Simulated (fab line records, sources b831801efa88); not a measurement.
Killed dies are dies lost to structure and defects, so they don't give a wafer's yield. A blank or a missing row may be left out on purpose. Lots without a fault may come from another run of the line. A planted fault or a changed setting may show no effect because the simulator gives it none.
fab line records | flow gf180mcu
record lots=11 wafers=33 last_day=34
route steps=602 shown V1@337
lots that met no fault: from a run of the same line without faults
start_h: hours from the record's first day to the start of the lot's first wafer shown | wait_h: hours since the lot's step before | " the same as in the row above | L1.1+2: a row that stands for several wafers | - no value, or no start given | * or withheld: withheld | < > ~ a bound
route shown NAME@n: a module of which the file shows steps, and the number in the route of the first | usual: mean/standard deviation of fault-free wafers | same: alike in all rows | chamber/n: place in a boat | sites: the reading at each site | _std_site: their standard deviation | _edge_site: outer sites' mean less inner sites' | radius_mm: how far each site lies from the wafer's centre | mask NAME#n: copy n | behind: the tool/chamber that last shaped the wafer | hold: why the lot was held/for how many hours/how that ended | device: the transistor (n, p or np) that didn't switch | end of line: the same wafers' tests at the end of the route | a step without rows: its recipe alone | killed: dies lost to structure and defects at the first sort, not the wafer's yield | map: a wafer's dies, x killed, . not, _ none there
set.NAME: the setting as run; set.NAME@STEP: as run at that earlier step | model.NAME: the simulator's own value behind a step, which no gauge read
steps of the route over a sample of lots; a table a step, a row a wafer
services: from which hour (start_h, from the record's first day; less than 0 if before it) a tool's chamber was out of use, for how many hours, and why
## steps
# step GF_V1_CVD_02
# recipe material=SiO2 target_thk_nm=850 precursor=TEOS temp_c=400 time_s=94.851 rf_w=600
# usual heater_power_w=616/91 run_length_s=122.5/0.63
# columns lot.wafer tool chamber start_h wait_h heater_power_w run_length_s
L249.2 pecvd-04 0 421.51 0.0 536 121.5
L249.3 " 1 " " 734 123.2
L249.5 " 2 " " 712 122.2
L251.2 pecvd-02 1 441.21 0.0 505 122.9
L251.5 " 1 " " 545 122.9
L251.6 " 0 " " 603 122.2
L252.1 pecvd-03 2 449.45 0.1 610 123.5
L252.2 " 1 " " 577 122.4
L252.6 " 1 " " 667 122.7
L256.2 pecvd-03 2 488.85 0.0 577 144.2
L256.3 " 0 " " 600 143.3
L256.5 " 2 " " 614 144.4
L257.1 pecvd-03 2 492.90 0.1 561 123.3
L257.3 " 1 " " 705 143.6
L257.6 " 0 " " 559 122.5
L261.1 pecvd-02 0 522.69 0.1 639 122.4
L261.2 " 2 " " 546 122.9
L261.4 " 1 " " 530 123.2
L262.1 pecvd-04 0 533.11 0.1 502 121.4
L262.4 " 1 " " 766 122.9
L262.5 " 0 " " 546 121.8
L266.1 pecvd-03 0 569.48 0.1 700 122.6
L266.3 " 2 " " 579 124.0
L266.4 " 1 " " 577 121.8
L265.1 pecvd-03 2 571.61 0.1 589 123.1
L265.5 " 0 " " 653 122.5
L265.6 " 1 " " 732 122.1
L267.1 pecvd-02 2 572.20 0.1 562 122.9
L267.2 " 0 " " 617 122.3
L267.4 " 1 " " 506 123.2
L268.3 pecvd-02 0 580.80 0.0 640 122.6
L268.4 " 1 " " 529 123.4
L268.6 " 2 " " 626 122.7
# step GF_V1_THK_MEAS_03
# recipe reads=SiO2_of_V1_CVD_02
# usual V1_CVD_02_THK=845/12
# columns lot.wafer tool chamber start_h wait_h V1_CVD_02_THK[nm]
L249.2 film_metro-04 - 421.59 0.0 833
L249.3 " - " " 858
L249.5 " - " " 854
L251.2 film_metro-02 - 441.29 0.0 824
L251.5 " - " " 842
L251.6 " - " " 848
L252.1 film_metro-04 - 449.52 0.0 841
L252.2 " - " " 841
L252.6 " - " " 854
L256.2 film_metro-02 - 488.93 0.0 1020
L256.3 " - " " 1034
L256.5 " - " " 1028
L257.1 film_metro-04 - 492.97 0.0 846
L257.3 " - " " 1036
L257.6 " - " " 864
L261.1 film_metro-04 - 522.76 0.0 835
L261.2 " - " " 824
L261.4 " - " " 842
L262.1 film_metro-02 - 533.18 0.0 860
L262.4 " - " " 856
L262.5 " - " " 854
L266.1 film_metro-02 - 569.55 0.0 845
L266.3 " - " " 839
L266.4 " - " " 865
L265.1 film_metro-04 - 571.67 0.0 834
L265.5 " - " " 855
L265.6 " - " " 871
L267.1 film_metro-01 - 572.27 0.0 828
L267.2 " - " " 825
L267.4 " - " " 832
L268.3 film_metro-02 - 580.89 0.1 817
L268.4 " - " " 830
L268.6 " - " " 831
# step GF_V1_CMP_04
# recipe material=SiO2 down_force_psi=4 platen_rpm=60 pad_velocity_m_s=0.94248
# usual motor_current_A=12.0/1.1 platen_rpm=60.00/0.047 time_to_endpoint_s=79/5.7
# columns lot.wafer tool chamber start_h wait_h motor_current_A platen_rpm time_to_endpoint_s
L249.2 cmp-01 2 421.64 0.0 11.8 59.99 72
L249.3 " 1 " " 13.1 59.93 80
L249.5 " 3 " " 12.7 60.12 79
L251.2 cmp-01 0 441.44 0.1 12.7 60.05 68
L251.6 " 2 " " 11.3 60.04 82
L251.5 " 3 " " 12.3 60.12 76
L252.2 cmp-01 0 449.63 0.1 11.6 60.01 74
L252.1 " 1 " " 12.8 59.95 77
L252.6 " 3 " " 12.1 59.86 79
L256.3 cmp-01 3 488.98 0.0 12.2 59.96 150
L256.2 " 2 " " 11.2 60.01 151
L256.5 " 0 " " 13.0 59.96 151
L257.1 cmp-01 1 493.17 0.2 13.0 60.04 81
L257.3 " 3 " " 12.0 60.04 149
L257.6 " 1 " " 13.3 60.00 88
L261.1 cmp-02 1 522.82 0.1 13.2 60.02 70
L261.2 " 2 " " 9.2 60.03 68
L261.4 " 3 " " 13.3 60.00 76
L262.1 cmp-02 3 533.24 0.1 12.4 59.99 85
L262.4 " 2 " " 10.4 60.04 85
L262.5 " 0 " " 10.4 60.01 90
L266.4 cmp-01 1 569.61 0.0 12.2 60.05 84
L266.3 " 3 " " 12.2 60.09 75
L266.1 " 0 " " 12.8 59.96 79
L265.1 cmp-01 3 571.88 0.2 12.4 60.00 73
L265.5 " 0 " " 12.8 59.89 80
L265.6 " 1 " " 12.7 59.92 88
L267.1 cmp-01 2 572.63 0.3 11.4 59.94 72
L267.2 " 3 " " 12.0 60.07 65
L267.4 " 0 " " 12.2 60.12 71
L268.4 cmp-02 3 581.03 0.1 12.6 59.98 74
L268.3 " 0 " " 10.9 60.04 75
L268.6 " 1 " " 13.6 59.99 75
# step GF_V1_OVL_MEAS_15
# usual V1_OVL=3/4.9
# columns lot.wafer tool chamber start_h wait_h V1_OVL[nm]
L249.2 overlay-01 - 446.48 0.1 8
L249.3 " - " " 2
L249.5 " - " " 5
L251.2 overlay-02 - 466.49 0.1 -5
L251.5 " - " " -12
L251.6 " - " " -2
L252.1 overlay-01 - 474.52 0.1 -4
L252.2 " - " " 2
L252.6 " - " " 4
L256.2 overlay-02 - 512.93 0.1 12
L256.3 " - " " 5
L256.5 " - " " 7
L257.1 overlay-02 - 516.47 0.1 8
L257.3 " - " " 7
L257.6 " - " " 5
L261.1 overlay-01 - 546.04 0.1 6
L261.2 " - " " 7
L261.4 " - " " 8
L262.1 overlay-02 - 555.77 0.1 -10
L262.4 " - " " -3
L262.5 " - " " -8
L266.1 overlay-01 - 591.73 0.1 8
L266.3 " - " " 7
L266.4 " - " " 1
L265.1 overlay-01 - 593.93 0.1 -3
L265.5 " - " " -3
L265.6 " - " " 1
L267.1 overlay-02 - 594.49 0.1 6
L267.2 " - " " 3
L267.4 " - " " 4
L268.3 overlay-02 - 603.10 0.1 1
L268.4 " - " " 2
L268.6 " - " " 1
# step GF_V1_STRIP_18
# recipe chemistry=O2/N2 power_w=1400 pressure_mtorr=1500 platen_temp_c=250 o2_flow_sccm=3000 n2_flow_sccm=300 overash_fraction=0.5
# usual drypump_motor_current_A=5.6/0.47 heater_power_w=342/23 n2_flow_sccm=299.9/0.99 oes_product_au=0.591/0.0051 platen_temp_c=250.00/0.2
# columns lot.wafer tool chamber start_h wait_h drypump_motor_current_A heater_power_w n2_flow_sccm oes_product_au platen_temp_c rf_hours_counter_h
L249.2 plasma_asher-02 0 446.64 - 6.1 314 299.0 0.595 250.30 2
L249.3 " 1 " " 5.5 334 299.1 0.595 250.03 -
L249.5 " 1 " " 5.6 332 298.9 0.591 250.17 -
L251.2 plasma_asher-02 1 466.65 - 5.6 331 299.7 0.594 249.97 4
L251.5 " 1 " " 5.6 328 298.7 0.596 250.04 -
L251.6 " 0 " " 6.1 314 299.1 0.597 249.85 -
L252.1 plasma_asher-01 1 474.69 - 6.1 343 298.7 0.590 249.80 65
L252.2 " 0 " " 5.0 328 299.4 0.594 249.82 65
L252.6 " 1 " " 6.1 350 301.7 0.581 249.94 -
L256.2 plasma_asher-01 1 513.09 - 6.1 352 298.2 0.595 250.00 68
L256.3 " 0 " " 5.0 323 300.5 0.599 250.00 -
L256.5 " 1 " " 6.1 354 296.8 0.596 249.78 -
L257.1 plasma_asher-03 0 516.64 - 5.3 387 301.0 0.592 249.90 43
L257.3 " 1 " " 5.7 372 300.3 0.587 250.00 -
L257.6 " 0 " " 5.3 409 300.1 0.594 250.04 -
L261.1 plasma_asher-01 0 546.20 - 5.0 330 299.9 0.596 249.67 72
L261.2 " 1 " " 6.1 351 299.8 0.593 250.05 72
L261.4 " 0 " " 5.0 324 298.8 0.596 249.58 -
L262.1 plasma_asher-01 1 555.94 - 6.0 348 299.2 0.593 249.92 73
L262.4 " 0 " " 5.0 325 300.0 0.582 249.91 -
L262.5 " 0 " " 5.0 328 300.7 0.582 250.04 -
L266.1 plasma_asher-01 1 591.90 - 6.0 344 300.0 0.591 249.78 76
L266.3 " 1 " " 6.0 351 298.5 0.595 249.88 -
L266.4 " 0 " " 4.9 327 301.3 0.592 249.95 -
L265.1 plasma_asher-01 0 594.10 - 5.0 335 301.3 0.596 249.88 77
L265.5 " 0 " " 5.0 318 301.7 0.593 249.98 -
L265.6 " 1 " " 6.1 340 298.5 0.592 249.99 -
L267.1 plasma_asher-03 0 594.66 - 5.3 396 300.3 0.594 250.34 52
L267.2 " 1 " " 5.7 377 299.6 0.589 250.16 52
L267.4 " 1 " " 5.7 367 301.6 0.585 250.07 -
L268.3 plasma_asher-01 0 603.28 - 5.0 335 299.7 0.589 250.27 -
L268.4 " 1 " " 6.1 353 300.0 0.586 249.77 -
L268.6 " 1 " " 6.0 349 299.9 0.594 249.91 -
# step GF_V1_SPUTTER_21
# recipe material=Ti target_thk_nm=15 chamber_pressure_pa=5 power_w=2500 substrate_temp_c=200 time_s=80.02
# usual chamber_pressure_pa=5.000/0.0098 throttle_valve_pct=29.9/1.4
# columns lot.wafer tool chamber start_h wait_h chamber_pressure_pa throttle_valve_pct
L249.2 pvd_sputter-03 - 447.17 0.0 5.013 29.0
L249.3 " - " " 5.006 29.3
L249.5 " - " " 4.999 28.5
L251.2 pvd_sputter-03 - 467.18 0.0 4.998 28.7
L251.5 " - " " 5.005 30.7
L251.6 " - " " 4.997 28.9
L252.1 pvd_sputter-04 - 475.22 0.0 4.991 29.3
L252.2 " - " " 5.010 31.6
L252.6 " - " " 5.005 28.3
L256.2 pvd_sputter-03 - 513.76 0.0 4.990 28.7
L256.3 " - " " 4.998 30.8
L256.5 " - " " 4.991 28.9
L257.1 pvd_sputter-03 - 517.51 0.0 4.994 30.4
L257.3 " - " " 4.987 28.6
L257.6 " - " " 4.994 29.3
L261.1 pvd_sputter-03 - 546.76 0.0 4.988 30.6
L261.2 " - " " 5.010 29.2
L261.4 " - " " 5.009 30.9
L262.1 pvd_sputter-02 - 556.47 0.0 5.012 33.3
L262.4 " - " " 4.983 31.0
L262.5 " - " " 5.001 28.4
L266.1 pvd_sputter-03 - 592.43 0.0 5.004 28.8
L266.3 " - " " 5.012 28.8
L266.4 " - " " 4.994 30.6
L265.1 pvd_sputter-03 - 594.63 0.0 5.003 28.7
L265.5 " - " " 5.002 28.7
L265.6 " - " " 4.998 29.3
L267.1 pvd_sputter-02 - 595.19 0.0 4.975 33.0
L267.2 " - " " 4.999 31.8
L267.4 " - " " 5.006 28.2
L268.3 pvd_sputter-02 - 603.78 0.0 4.997 31.8
L268.4 " - " " 4.988 28.7
L268.6 " - " " 5.010 31.9
## services
# columns tool chamber start_h hours kind
cmp-02 - 404.06 1.8 repair
cmp-01 - 404.19 4.0 pm
pecvd-04 - 407.84 4.6 repair
cmp-01 - 413.87 6.6 pm
pecvd-04 - 416.55 1.2 repair
cmp-02 - 420.45 0.5 repair
plasma_asher-02 - 421.25 9.0 pm
cmp-01 - 425.07 2.1 repair
pecvd-04 - 436.37 2.8 pm
cmp-02 - 443.48 7.0 pm
pecvd-02 - 446.30 6.4 repair
pecvd-04 1 463.51 4.8 repair
cmp-02 - 476.58 2.4 repair
pecvd-03 - 483.32 4.3 repair
pecvd-02 1 489.70 9.2 repair
cmp-01 - 500.67 9.0 pm
cmp-01 - 511.33 0.3 repair
pecvd-03 2 519.62 2.4 repair
cmp-01 - 534.02 3.4 repair
pvd_sputter-02 - 537.92 3.6 repair
cmp-02 - 543.12 0.6 repair
pecvd-02 - 548.04 4.3 pm
cmp-02 - 572.26 4.0 pm
pecvd-02 - 591.12 14.0 pm
## key
first_sign step=GF_V1_CVD_02 reading=run_length_s direction=up sigmas=34 usual=* struck=*
effect step=GF_V1_THK_MEAS_03 reading=V1_CVD_02_THK direction=up sigmas=15 usual=845 struck=1029
effect step=GF_V1_CMP_04 reading=time_to_endpoint_s direction=up sigmas=12 usual=* struck=*
met_at GF_V1_CVD_02
struck_lots L256,L257
struck_wafers L256.2,L256.3,L256.5,L257.3
not_acting_at GF_V1_OVL_MEAS_15,GF_V1_STRIP_18,GF_V1_SPUTTER_21
onset_between 449.45 488.85
fault kind=process_parameter_drift tool=pecvd-03 chamber=- onset_h=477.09 steps=GF_V1_CVD_02 channel=time_s offset=* shape=step end_h=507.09 scope=struck_wafers_only acts_in=* stated=*
